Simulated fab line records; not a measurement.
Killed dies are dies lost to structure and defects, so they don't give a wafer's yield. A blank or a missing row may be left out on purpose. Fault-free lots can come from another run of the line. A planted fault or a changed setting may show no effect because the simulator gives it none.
fab line records -- flow sky130
[record] lots = 12, wafers = 36, last-day = 50
route steps=708 shown METAL4@638 VIA4@656 PAD_OPEN@708
lots that met no fault: taken from a fault-free run of the same line
start-h: hours from the record's first day to the start of the lot's first wafer shown -- wait-h: hours since the lot's step before -- " identical to the entry in the row above -- L1.1+2: a single row standing in for several wafers -- - no value, or no start was given -- * or withheld: withheld -- < > ~ a bound
route shown NAME@n: names a module that has steps shown in the file, with the first one's number in the route -- usual: mean/standard deviation of fault-free wafers -- same: alike in all rows -- chamber/n: place in a boat -- sites: the reading at each site -- _std_site: standard deviation of those values -- _edge_site: the outer-site mean with the inner-site mean subtracted -- radius-mm: how far each site lies from the wafer's centre -- mask NAME#n: copy n -- behind: the last tool/chamber to shape the wafer -- hold: the reason the lot was held/the length of the hold in hours/how it ended -- device: the transistor (n, p or np) that didn't switch -- end of line: the same wafers' tests at the end of the route -- for a step that has no rows: nothing shown but its recipe -- killed: at the first sort, the dies lost to defects and structure; wafer yield is something else -- map: a wafer's dies, x killed, . not, _ none there
set.NAME: the setting the step ran with; set.NAME@STEP: the setting that earlier step ran with -- model.NAME: the simulator's own value behind a step, which no gauge read
route steps across a sampled set of lots; one table per step, one row per wafer
services: a tool's chamber out of use, with start hour (start-h, from the record's first day; less than 0 if before it), hours out, and reason
[[steps]]
[step SKY_METAL4_CLEAN_22]
[recipe] chemistry = O3/DIW, dry = n2-spin
lot.wafer,tool,chamber,start-h,wait-h
L120.2+3+5,wet-bench-02,2,991.88,0.0
L121.1+3+5,wet-bench-01,0,997.55,0.0
L122.1+4+6,wet-bench-03,1,1008.68,0.0
L124.1+4+5,wet-bench-03,1,1019.57,0.0
L125.3+5+6,wet-bench-01,3,1030.09,0.0
L126.1+2+4,wet-bench-02,3,1035.86,0.0
L130.1+2+3,wet-bench-03,0,1060.91,0.0
L134.2+3+4,wet-bench-02,0,1089.51,0.0
L137.1+2+4,wet-bench-03,1,1108.28,0.0
L139.3+4+5,wet-bench-01,1,1119.53,0.0
L140.1+4+6,wet-bench-03,1,1120.67,0.0
L141.2+5+6,wet-bench-03,3,1127.38,0.0
[step SKY_VIA4_SPUTTER_17]
[recipe] material = TiN, target-thk-nm = 20, chamber-pressure-pa = 5, power-w = 4000, time-s = 80
[usual] chamber-pressure-pa = 5.001/0.011, throttle-valve-pct = 30.2/0.88
lot.wafer,tool,chamber,start-h,wait-h,chamber-pressure-pa,throttle-valve-pct
L120.2,pvd-sputter-03,-,1016.65,0.0,4.992,29.4
L120.3,pvd-sputter-03,-,1016.65,0.0,5.007,30.7
L120.5,pvd-sputter-03,-,1016.65,0.0,4.997,30.9
L121.1,pvd-sputter-03,-,1022.24,0.0,4.995,30.4
L121.3,pvd-sputter-03,-,1022.24,0.0,4.989,31.4
L121.5,pvd-sputter-03,-,1022.24,0.0,5.010,29.2
L122.1,pvd-sputter-02,-,1031.56,0.0,5.009,30.8
L122.4,pvd-sputter-02,-,1031.56,0.0,5.005,30.4
L122.6,pvd-sputter-02,-,1031.56,0.0,4.995,29.9
L124.1,pvd-sputter-01,-,1043.68,0.0,4.982,27.6
L124.4,pvd-sputter-01,-,1043.68,0.0,5.010,29.3
L124.5,pvd-sputter-01,-,1043.68,0.0,4.995,29.6
L125.3,pvd-sputter-02,-,1052.86,0.0,4.987,30.1
L125.5,pvd-sputter-02,-,1052.86,0.0,5.001,30.8
L125.6,pvd-sputter-02,-,1052.86,0.0,4.993,29.9
L126.1,pvd-sputter-02,-,1059.43,0.0,4.997,30.1
L126.2,pvd-sputter-02,-,1059.43,0.0,5.006,30.2
L126.4,pvd-sputter-02,-,1059.43,0.0,4.998,29.8
L130.1,pvd-sputter-02,-,1083.93,0.0,5.001,30.6
L130.2,pvd-sputter-02,-,1083.93,0.0,5.021,30.8
L130.3,pvd-sputter-02,-,1083.93,0.0,5.020,30.0
L134.2,pvd-sputter-03,-,1110.79,0.0,5.019,29.4
L134.3,pvd-sputter-03,-,1110.79,0.0,5.014,31.5
L134.4,pvd-sputter-03,-,1110.79,0.0,5.012,30.5
L137.1,pvd-sputter-02,-,1129.28,0.0,4.993,29.7
L137.2,pvd-sputter-02,-,1129.28,0.0,5.003,30.3
L137.4,pvd-sputter-02,-,1129.28,0.0,5.001,30.9
L139.3,pvd-sputter-03,-,1139.58,0.0,5.007,30.8
L139.4,pvd-sputter-03,-,1139.58,0.0,4.987,29.3
L139.5,pvd-sputter-03,-,1139.58,0.0,4.999,30.9
L140.1,pvd-sputter-02,-,1140.88,0.0,5.012,30.3
L140.4,pvd-sputter-02,-,1140.88,0.0,5.005,30.2
L140.6,pvd-sputter-02,-,1140.88,0.0,5.015,30.0
L141.2,pvd-sputter-01,-,1147.10,0.0,4.994,29.3
L141.5,pvd-sputter-01,-,1147.10,0.0,5.002,29.3
L141.6,pvd-sputter-01,-,1147.10,0.0,5.003,27.7
[step SKY_VIA4_CVD_18]
[recipe] material = W, target-thk-nm = 505, time-s = 152.14, temp-c = 400, pressure-torr = 40
[usual] heater-power-w = 964/84
lot.wafer,tool,chamber,start-h,wait-h,heater-power-w
L120.2,cvd-w-01,1,1016.71,0.0,806
L120.3,cvd-w-01,1,1016.71,0.0,790
L120.5,cvd-w-01,0,1016.71,0.0,915
L121.1,cvd-w-01,1,1022.30,0.0,808
L121.3,cvd-w-01,1,1022.30,0.0,792
L121.5,cvd-w-01,1,1022.30,0.0,807
L122.1,cvd-w-02,0,1031.63,0.0,1017
L122.4,cvd-w-02,0,1031.63,0.0,1022
L122.6,cvd-w-02,0,1031.63,0.0,1034
L124.1,cvd-w-02,0,1043.75,0.0,1025
L124.4,cvd-w-02,1,1043.75,0.0,1031
L124.5,cvd-w-02,1,1043.75,0.0,1001
L125.3,cvd-w-01,1,1052.97,0.1,793
L125.5,cvd-w-01,1,1052.97,0.1,812
L125.6,cvd-w-01,0,1052.97,0.1,944
L126.1,cvd-w-02,1,1059.49,0.0,1008
L126.2,cvd-w-02,0,1059.49,0.0,1039
L126.4,cvd-w-02,1,1059.49,0.0,1014
L130.1,cvd-w-02,0,1083.99,0.0,1035
L130.2,cvd-w-02,1,1083.99,0.0,1029
L130.3,cvd-w-02,0,1083.99,0.0,1028
L134.2,cvd-w-01,1,1110.86,0.0,810
L134.3,cvd-w-01,0,1110.86,0.0,957
L134.4,cvd-w-01,1,1110.86,0.0,814
L137.1,cvd-w-02,1,1129.34,0.0,1018
L137.2,cvd-w-02,0,1129.34,0.0,1020
L137.4,cvd-w-02,0,1129.34,0.0,1044
L139.3,cvd-w-02,1,1139.69,0.1,1022
L139.4,cvd-w-02,0,1139.69,0.1,1013
L139.5,cvd-w-02,0,1139.69,0.1,1025
L140.1,cvd-w-02,1,1140.94,0.0,1035
L140.4,cvd-w-02,1,1140.94,0.0,999
L140.6,cvd-w-02,0,1140.94,0.0,1009
L141.2,cvd-w-01,0,1147.16,0.0,941
L141.5,cvd-w-01,1,1147.16,0.0,802
L141.6,cvd-w-01,0,1147.16,0.0,925
[step SKY_VIA4_CMP_21]
[recipe] stop-on = SiO2, t-overpolish-s = 25, down-force-psi = 3.5, platen-rpm = 60, target-thk-nm = 0, pad-velocity-m-s = 0.94248
[usual] motor-current-A = 11.6/1.1, overpolish-run-s = 25.000/0.0088, time-to-endpoint-s = 123/3.7
[same] t-overpolish-s = 25
lot.wafer,tool,chamber,start-h,wait-h,motor-current-A,overpolish-run-s,time-to-endpoint-s
L120.3,cmp-01,0,1017.05,0.0,13.0,25.001,117
L120.2,cmp-01,3,1017.05,0.0,9.9,24.996,118
L120.5,cmp-01,1,1017.05,0.0,10.6,24.995,118
L121.1,cmp-01,2,1022.73,0.1,10.2,24.995,113
L121.3,cmp-01,3,1022.73,0.1,10.8,25.004,120
L121.5,cmp-01,0,1022.73,0.1,13.0,25.014,115
L122.4,cmp-02,2,1031.96,0.0,13.2,25.002,118
L122.1,cmp-02,1,1031.96,0.0,11.3,25.012,123
L122.6,cmp-02,2,1031.96,0.0,14.3,25.000,117
L124.1,cmp-02,2,1044.08,0.1,13.2,25.014,122
L124.4,cmp-02,1,1044.08,0.1,11.4,24.992,127
L124.5,cmp-02,2,1044.08,0.1,13.0,24.993,123
L125.3,cmp-02,0,1053.30,0.1,12.7,25.007,123
L125.6,cmp-02,3,1053.30,0.1,11.1,24.991,123
L125.5,cmp-02,0,1053.30,0.1,12.5,24.997,124
L126.4,cmp-02,3,1059.82,0.0,11.2,25.004,124
L126.1,cmp-02,0,1059.82,0.0,11.9,25.000,125
L126.2,cmp-02,2,1059.82,0.0,12.9,24.993,125
L130.1,cmp-01,3,1084.32,0.1,10.2,24.991,125
L130.2,cmp-01,1,1084.32,0.1,10.9,24.998,125
L130.3,cmp-01,2,1084.32,0.1,10.7,24.992,120
L134.3,cmp-02,2,1111.33,0.2,13.2,24.988,118
L134.2,cmp-02,0,1111.33,0.2,12.3,25.005,117
L134.4,cmp-02,1,1111.33,0.2,10.7,24.991,127
L137.4,cmp-02,3,1129.70,0.0,10.9,25.002,125
L137.1,cmp-02,0,1129.70,0.0,12.0,24.987,128
L137.2,cmp-02,1,1129.70,0.0,11.5,25.010,125
L139.4,cmp-01,1,1139.97,0.0,11.1,24.999,121
L139.3,cmp-01,2,1139.97,0.0,10.1,25.004,117
L139.5,cmp-01,2,1139.97,0.0,10.2,24.988,115
L140.4,cmp-01,0,1141.32,0.1,12.6,24.998,126
L140.1,cmp-01,1,1141.32,0.1,11.2,25.009,126
L140.6,cmp-01,0,1141.32,0.1,11.8,24.982,123
L141.2,cmp-02,2,1147.49,0.0,13.5,24.976,119
L141.5,cmp-02,2,1147.49,0.0,13.4,24.980,121
L141.6,cmp-02,3,1147.49,0.0,10.7,25.008,127
[step SKY_PAD_OPEN_PROBE_99]
[usual] defect-limited-yield = 82.4/1.8, killed_at_M0_to_M3 = 44/7.2, killed_at_M4_up = 3.5/1.8, killed-at-contacts = 25/5.1, killed-at-front-end = 14/4.4, killed-at-other = 0.4/0.58, killed-dies = 87/9.1, killed-open = 48/6.9, killed-short = 38/6.3, sort_bin_3_pad_short = 0.9/0.43, sort_bin_5_function = 10.5/1.5, sort_bin_6_memory = 6.3/1.1, sort-n-pass = 405/9.1, sort-yield-pct = 82.4/1.8
[same] gross-dies = 492, killed-at-back-side = 0, sort_bin_4_leakage[%] = 0, sort_bin_8_speed[%] = 0
lot.wafer,tool,chamber,start-h,wait-h,defect-limited-yield[%],killed_at_M0_to_M3,killed_at_M4_up,killed-at-contacts,killed-at-front-end,killed-at-other,killed-dies,killed-open,killed-short,sort_bin_3_pad_short[%],sort_bin_5_function[%],sort_bin_6_memory[%],sort-n-pass,sort-yield-pct[%]
L120.2,prober-02,-,1087.03,0.1,80.3,41,8,24,23,1,97,48,48,1.0,11.6,7.1,395,80.3
L120.3,prober-02,-,1087.08,0.2,80.9,52,3,25,14,0,94,51,43,0.8,11.8,6.5,398,80.9
L120.5,prober-02,-,1087.18,0.2,82.5,42,5,30,8,1,86,52,33,1.0,11.0,5.5,406,82.5
L121.1,prober-01,-,1091.55,0.1,83.1,42,3,21,17,0,83,43,40,1.6,9.3,5.9,409,83.1
L121.3,prober-01,-,1091.65,0.2,83.9,38,4,25,12,0,79,47,32,1.2,9.6,5.3,413,83.9
L121.5,prober-01,-,1091.75,0.2,82.1,40,7,25,16,0,88,43,45,1.0,10.8,6.1,404,82.1
L122.1,prober-02,-,1099.01,0.1,83.1,40,6,18,19,0,83,45,38,1.0,11.0,4.9,409,83.1
L122.4,prober-02,-,1099.16,0.2,80.1,52,5,24,17,0,98,55,43,1.0,11.4,7.5,394,80.1
L122.6,prober-02,-,1099.26,0.2,83.5,45,3,23,9,1,81,43,38,2.0,10.0,4.5,411,83.5
L124.1,prober-02,-,1111.44,0.1,82.5,36,3,32,15,0,86,50,36,1.2,8.7,7.5,406,82.5
L124.4,prober-02,-,1111.59,0.2,79.7,55,3,23,19,0,100,52,48,0.8,11.8,7.7,392,79.7
L124.5,prober-02,-,1111.64,0.2,83.7,46,0,19,15,0,80,41,39,0.6,9.1,6.5,412,83.7
L125.3,prober-01,-,1118.41,0.2,82.7,46,2,25,12,0,85,50,35,1.0,9.8,6.5,407,82.7
L125.5,prober-01,-,1118.51,0.2,85.6,45,7,14,5,0,71,42,29,0.6,9.1,4.7,421,85.6
L125.6,prober-01,-,1118.56,0.2,81.3,47,5,27,13,0,92,52,40,1.2,8.3,9.1,400,81.3
L126.1,prober-02,-,1124.70,0.1,83.1,41,3,25,14,0,83,47,36,0.2,10.6,6.1,409,83.1
L126.2,prober-02,-,1124.75,0.1,84.6,38,2,24,12,0,76,41,35,1.6,7.9,5.9,416,84.6
L126.4,prober-02,-,1124.85,0.2,83.1,40,4,27,12,0,83,55,28,0.6,11.4,4.9,409,83.1
L130.1,prober-01,-,1147.06,0.1,84.1,32,3,30,13,0,78,40,38,0.8,9.1,5.9,414,84.1
L130.2,prober-01,-,1147.11,0.1,82.1,47,3,18,19,1,88,48,39,1.4,10.4,6.1,404,82.1
L130.3,prober-01,-,1147.16,0.2,80.1,51,5,27,14,1,98,49,49,0.8,11.4,7.7,394,80.1
L134.2,prober-01,-,1169.50,0.1,72.2,34,58,30,14,1,137,44,41,4.9,14.6,8.3,355,72.2
L134.3,prober-01,-,1169.55,0.2,74.6,39,56,18,12,0,125,44,30,3.5,17.1,4.9,367,74.6
L134.4,prober-01,-,1169.60,0.2,74.8,39,56,17,12,0,124,35,36,3.7,15.0,6.5,368,74.8
L137.1,prober-02,-,1185.86,0.1,81.9,41,3,25,19,1,89,42,46,0.8,12.0,5.3,403,81.9
L137.2,prober-02,-,1185.91,0.1,82.9,39,3,20,21,1,84,52,31,0.6,10.4,6.1,408,82.9
L137.4,prober-02,-,1186.01,0.2,86.4,26,3,20,15,3,67,31,33,1.4,7.1,5.1,425,86.4
L139.3,prober-02,-,1194.75,0.2,83.7,36,4,27,13,0,80,42,38,1.2,9.1,5.9,412,83.7
L139.4,prober-02,-,1194.80,0.2,85.2,37,5,16,15,0,73,42,29,0.8,8.5,5.5,419,85.2
L139.5,prober-02,-,1194.85,0.2,80.5,58,6,20,12,0,96,48,47,1.0,11.6,6.9,396,80.5
L140.1,prober-01,-,1195.86,0.1,82.3,44,5,23,15,0,87,48,39,0.6,10.2,6.9,405,82.3
L140.4,prober-01,-,1196.01,0.2,79.1,53,6,29,15,0,103,54,49,0.4,15.0,5.5,389,79.1
L140.6,prober-01,-,1196.11,0.2,80.9,41,2,27,24,0,94,49,45,0.6,13.0,5.5,398,80.9
L141.2,prober-02,-,1200.71,0.1,84.3,39,4,19,14,1,77,39,38,0.6,9.3,5.7,415,84.3
L141.5,prober-02,-,1200.86,0.2,82.1,37,2,33,15,1,88,44,44,0.8,9.6,7.5,404,82.1
L141.6,prober-02,-,1200.91,0.2,83.1,42,3,27,11,0,83,45,38,0.6,10.0,6.3,409,83.1
// killed by level:class
L120.2 CONTACT:geometric-particle:open=10 VIA1:geometric-particle:open=9 POLY_GATE:geometric-particle:short=8 VIA2:geometric-particle:short=8 METAL4:geometric-particle:short=8 LI_CONTACT:geometric-particle:open=7 VIA2:geometric-particle:open=7 FIELD_ISO:geometric-particle:short=4
L120.3 VIA1:geometric-particle:open=11 VIA2:geometric-particle:open=10 LI_CONTACT:geometric-particle:open=8 CONTACT:geometric-particle:short=8 METAL2:geometric-particle:short=7 CONTACT:geometric-particle:open=4 METAL1:geometric-particle:short=4 VIA1:geometric-particle:short=4
L120.5 CONTACT:geometric-particle:open=10 LI_CONTACT:geometric-particle:open=9 VIA1:geometric-particle:open=9 VIA2:geometric-particle:open=7 VIA1:geometric-particle:short=7 LOCAL_INTERCONNECT:geometric-particle:short=4 METAL2:geometric-particle:short=4 VIA3:geometric-particle:open=4
L121.1 CONTACT:geometric-particle:open=11 VIA1:geometric-particle:open=8 VIA2:geometric-particle:open=8 POLY_GATE:geometric-particle:short=7 CONTACT:geometric-particle:short=6 VIA3:geometric-particle:short=5 FIELD_ISO:geometric-particle:open=4 VIA2:geometric-particle:short=4
L121.3 LI_CONTACT:geometric-particle:open=11 VIA1:geometric-particle:open=11 CONTACT:geometric-particle:open=7 VIA2:geometric-particle:open=7 METAL2:geometric-particle:short=5 LI_CONTACT:geometric-particle:short=4 VIA3:geometric-particle:open=4 POLY_GATE:geometric-particle:short=3
L121.5 VIA2:geometric-particle:open=9 CONTACT:geometric-particle:short=7 POLY_GATE:geometric-particle:short=7 CONTACT:geometric-particle:open=7 VIA1:geometric-particle:open=7 VIA3:geometric-particle:open=7 LI_CONTACT:geometric-particle:open=5 METAL1:geometric-particle:short=5
L122.1 VIA2:geometric-particle:open=10 CONTACT:geometric-particle:open=7 VIA1:geometric-particle:short=6 FIELD_ISO:geometric-particle:short=5 LI_CONTACT:geometric-particle:open=5 VIA1:geometric-particle:open=5 POLY_GATE:geometric-particle:short=4 POLY_GATE:geometric-particle:open=4
L122.4 VIA2:geometric-particle:open=11 VIA1:geometric-particle:open=10 LI_CONTACT:geometric-particle:open=8 METAL2:geometric-particle:short=8 CONTACT:geometric-particle:open=7 METAL4:geometric-particle:short=5 VIA3:geometric-particle:open=5 FIELD_ISO:geometric-particle:short=4
L122.6 VIA1:geometric-particle:open=10 VIA3:geometric-particle:open=9 CONTACT:geometric-particle:open=7 METAL1:geometric-particle:short=5 LI_CONTACT:geometric-particle:open=4 LOCAL_INTERCONNECT:geometric-particle:open=4 LOCAL_INTERCONNECT:geometric-particle:short=4 METAL2:geometric-particle:short=4
L124.1 CONTACT:geometric-particle:open=11 LI_CONTACT:geometric-particle:open=9 FIELD_ISO:geometric-particle:short=8 CONTACT:geometric-particle:short=7 VIA3:geometric-particle:open=7 METAL1:geometric-particle:short=7 VIA1:geometric-particle:open=7 VIA2:geometric-particle:open=6
L124.4 VIA1:geometric-particle:open=12 POLY_GATE:geometric-particle:open=7 METAL1:geometric-particle:short=7 METAL2:geometric-particle:short=7 VIA2:geometric-particle:short=7 LI_CONTACT:geometric-particle:open=6 VIA2:geometric-particle:open=6 FIELD_ISO:geometric-particle:open=5
L124.5 CONTACT:geometric-particle:open=10 VIA1:geometric-particle:open=9 FIELD_ISO:geometric-particle:short=6 METAL1:geometric-particle:short=5 VIA1:geometric-particle:short=5 METAL2:geometric-particle:short=5 VIA3:geometric-particle:open=5 FIELD_ISO:geometric-particle:open=4
L125.3 VIA1:geometric-particle:open=15 LI_CONTACT:geometric-particle:open=10 CONTACT:geometric-particle:open=7 VIA2:geometric-particle:open=7 METAL2:geometric-particle:short=7 LI_CONTACT:geometric-particle:short=4 FIELD_ISO:geometric-particle:short=3 METAL1:geometric-particle:short=3
L125.5 VIA3:geometric-particle:open=10 VIA1:geometric-particle:open=9 LI_CONTACT:geometric-particle:open=6 METAL1:geometric-particle:short=5 VIA1:geometric-particle:short=5 VIA2:geometric-particle:open=4 METAL4:geometric-particle:short=4 FIELD_ISO:geometric-particle:short=3
L125.6 CONTACT:geometric-particle:open=13 VIA2:geometric-particle:open=8 VIA1:geometric-particle:open=8 LI_CONTACT:geometric-particle:open=7 METAL2:geometric-particle:short=6 METAL1:geometric-particle:short=6 VIA1:geometric-particle:short=5 VIA3:geometric-particle:short=5
L126.1 CONTACT:geometric-particle:open=10 VIA2:geometric-particle:open=9 FIELD_ISO:geometric-particle:open=8 VIA1:geometric-particle:open=8 METAL1:geometric-particle:short=7 VIA1:geometric-particle:short=5 LI_CONTACT:geometric-particle:open=4 LOCAL_INTERCONNECT:geometric-particle:short=4
L126.2 CONTACT:geometric-particle:open=9 VIA3:geometric-particle:open=8 VIA1:geometric-particle:open=6 FIELD_ISO:geometric-particle:open=5 VIA2:geometric-particle:open=5 LI_CONTACT:geometric-particle:open=4 METAL1:geometric-particle:short=4 LOCAL_INTERCONNECT:geometric-particle:short=4
L126.4 CONTACT:geometric-particle:open=12 LI_CONTACT:geometric-particle:open=9 VIA1:geometric-particle:open=8 VIA2:geometric-particle:open=7 VIA3:geometric-particle:open=6 FIELD_ISO:geometric-particle:open=4 VIA1:geometric-particle:short=4 FIELD_ISO:geometric-particle:short=3
L130.1 LI_CONTACT:geometric-particle:open=11 METAL1:geometric-particle:short=7 CONTACT:geometric-particle:open=7 VIA1:geometric-particle:short=5 LOCAL_INTERCONNECT:geometric-particle:short=5 CONTACT:geometric-particle:short=5 VIA1:geometric-particle:open=5 POLY_GATE:geometric-particle:short=3
L130.2 VIA3:geometric-particle:open=9 METAL1:geometric-particle:short=8 POLY_GATE:geometric-particle:short=7 LI_CONTACT:geometric-particle:open=7 VIA1:geometric-particle:short=7 VIA1:geometric-particle:open=6 CONTACT:geometric-particle:open=5 FIELD_ISO:geometric-particle:short=4
L130.3 VIA1:geometric-particle:open=10 METAL1:geometric-particle:short=9 LI_CONTACT:geometric-particle:open=8 CONTACT:geometric-particle:open=8 FIELD_ISO:geometric-particle:short=7 METAL2:geometric-particle:short=7 VIA3:geometric-particle:open=7 CONTACT:geometric-particle:short=6
L134.2 METAL4:unspecified=51 VIA1:geometric-particle:open=9 CONTACT:geometric-particle:open=9 CONTACT:geometric-particle:short=8 METAL1:geometric-particle:short=6 VIA3:geometric-particle:open=5 LI_CONTACT:geometric-particle:open=5 LOCAL_INTERCONNECT:geometric-particle:short=5
L134.3 METAL4:unspecified=51 VIA1:geometric-particle:open=11 CONTACT:geometric-particle:open=6 METAL2:geometric-particle:short=6 POLY_GATE:geometric-particle:open=5 VIA2:geometric-particle:open=5 METAL4:geometric-particle:short=5 LI_CONTACT:geometric-particle:open=4
L134.4 METAL4:unspecified=53 VIA1:geometric-particle:open=11 METAL2:geometric-particle:short=6 LI_CONTACT:geometric-particle:open=6 VIA3:geometric-particle:open=6 FIELD_ISO:geometric-particle:short=5 LOCAL_INTERCONNECT:geometric-particle:short=5 METAL3:geometric-particle:short=5
L137.1 CONTACT:geometric-particle:open=10 VIA1:geometric-particle:short=10 FIELD_ISO:geometric-particle:open=7 LOCAL_INTERCONNECT:geometric-particle:short=6 VIA1:geometric-particle:open=6 VIA3:geometric-particle:open=6 FIELD_ISO:geometric-particle:short=4 CONTACT:geometric-particle:short=4
L137.2 VIA1:geometric-particle:open=10 LI_CONTACT:geometric-particle:open=8 VIA2:geometric-particle:open=7 FIELD_ISO:geometric-particle:open=5 METAL1:geometric-particle:short=5 VIA3:geometric-particle:open=5 POLY_GATE:geometric-particle:short=4 CONTACT:geometric-particle:short=4
L137.4 CONTACT:geometric-particle:open=6 VIA2:geometric-particle:open=5 FIELD_ISO:geometric-particle:short=4 FIELD_ISO:geometric-particle:open=4 LI_CONTACT:geometric-particle:open=4 LI_CONTACT:geometric-particle:short=4 POLY_GATE:geometric-particle:short=3 LOCAL_INTERCONNECT:geometric-particle:short=3
L139.3 CONTACT:geometric-particle:open=11 LI_CONTACT:geometric-particle:open=8 METAL1:geometric-particle:short=6 VIA1:geometric-particle:open=6 FIELD_ISO:geometric-particle:short=5 VIA1:geometric-particle:short=5 LI_CONTACT:geometric-particle:short=4 VIA2:geometric-particle:open=4
L139.4 CONTACT:geometric-particle:open=8 VIA1:geometric-particle:open=8 VIA2:geometric-particle:open=6 VIA1:geometric-particle:short=5 VIA3:geometric-particle:open=5 POLY_GATE:geometric-particle:open=4 METAL4:geometric-particle:short=4 FIELD_ISO:geometric-particle:short=3
L139.5 VIA1:geometric-particle:open=15 VIA1:geometric-particle:short=11 LOCAL_INTERCONNECT:geometric-particle:short=9 VIA2:geometric-particle:open=9 VIA3:geometric-particle:open=6 METAL3:geometric-particle:short=5 LI_CONTACT:geometric-particle:open=4 CONTACT:geometric-particle:open=4
L140.1 VIA1:geometric-particle:open=12 METAL3:geometric-particle:short=7 CONTACT:geometric-particle:open=7 VIA2:geometric-particle:open=6 LI_CONTACT:geometric-particle:open=6 FIELD_ISO:geometric-particle:short=5 VIA3:geometric-particle:open=5 LOCAL_INTERCONNECT:geometric-particle:short=4
L140.4 VIA1:geometric-particle:open=15 LI_CONTACT:geometric-particle:open=10 CONTACT:geometric-particle:short=7 LOCAL_INTERCONNECT:geometric-particle:short=6 VIA1:geometric-particle:short=6 METAL2:geometric-particle:short=6 VIA3:geometric-particle:open=6 POLY_GATE:geometric-particle:short=5
L140.6 CONTACT:geometric-particle:open=8 VIA1:geometric-particle:open=8 POLY_GATE:geometric-particle:open=7 LI_CONTACT:geometric-particle:open=7 VIA2:geometric-particle:open=7 CONTACT:geometric-particle:short=6 VIA1:geometric-particle:short=6 METAL2:geometric-particle:short=6
L141.2 VIA1:geometric-particle:open=10 METAL1:geometric-particle:short=8 FIELD_ISO:geometric-particle:open=7 CONTACT:geometric-particle:short=7 CONTACT:geometric-particle:open=6 VIA2:geometric-particle:open=6 LI_CONTACT:geometric-particle:open=5 FIELD_ISO:geometric-particle:short=4
L141.5 CONTACT:geometric-particle:open=12 VIA1:geometric-particle:open=9 LI_CONTACT:geometric-particle:open=8 POLY_GATE:geometric-particle:short=6 LOCAL_INTERCONNECT:geometric-particle:short=6 VIA2:geometric-particle:open=6 VIA1:geometric-particle:short=5 METAL2:geometric-particle:short=5
L141.6 CONTACT:geometric-particle:open=10 VIA3:geometric-particle:open=9 VIA1:geometric-particle:open=8 CONTACT:geometric-particle:short=6 METAL1:geometric-particle:short=6 LI_CONTACT:geometric-particle:open=5 VIA1:geometric-particle:short=4 LOCAL_INTERCONNECT:geometric-particle:short=4
[[services]]
tool,chamber,start-h,hours,kind
cmp-02,-,971.85,2.5,repair
pvd-sputter-02,-,991.31,4.6,repair
cmp-02,-,999.34,0.9,repair
pvd-sputter-02,1,1000.22,-,consumable-replace:kit
pvd-sputter-02,1,1000.22,18.0,scheduled-down
pvd-sputter-02,1,1000.22,18.0,vent-cycle
wet-bench-01,-,1006.61,1.6,repair
cmp-01,-,1028.15,6.8,pm
pvd-sputter-03,-,1032.92,2.4,repair
pvd-sputter-03,-,1033.82,6.5,repair
cmp-02,-,1035.08,5.7,pm
cvd-w-01,0,1036.13,6.2,repair
cmp-02,-,1041.41,0.3,repair
pvd-sputter-02,-,1044.55,0.5,repair
pvd-sputter-01,-,1056.92,4.1,repair
cvd-w-02,-,1067.12,2.8,pm
pvd-sputter-02,0,1077.26,-,consumable-replace:kit
cmp-02,-,1087.81,4.0,pm
cmp-02,-,1091.81,-,consumable-replace:conditioner
cmp-02,-,1091.81,-,consumable-replace:pad
cvd-w-01,0,1104.99,5.2,repair
pvd-sputter-01,-,1109.91,2.4,repair
pvd-sputter-03,-,1117.58,3.7,repair
cvd-w-02,-,1128.31,0.7,repair
[[key]]
[first-sign] step = SKY_PAD_OPEN_PROBE_99, reading = killed_at_M4_up, direction = up, sigmas = 30, usual = 3.5, struck = 56.7
[effect] step = SKY_PAD_OPEN_PROBE_99, reading = sort_bin_3_pad_short, direction = up, sigmas = 7.4, usual = 0.9, struck = 4.0
met-at SKY_METAL4_CLEAN_22
struck-lots L134
struck-wafers L134.2,L134.3,L134.4
not-acting-at SKY_VIA4_SPUTTER_17,SKY_VIA4_CVD_18,SKY_VIA4_CMP_21
[fault] kind = chamber-particle-source, tool = wet-bench-02, chamber = 0, onset-h = 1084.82, steps = SKY_METAL4_CLEAN_22, rate-per-visit-cm2 = 1.5854, end-h = 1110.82
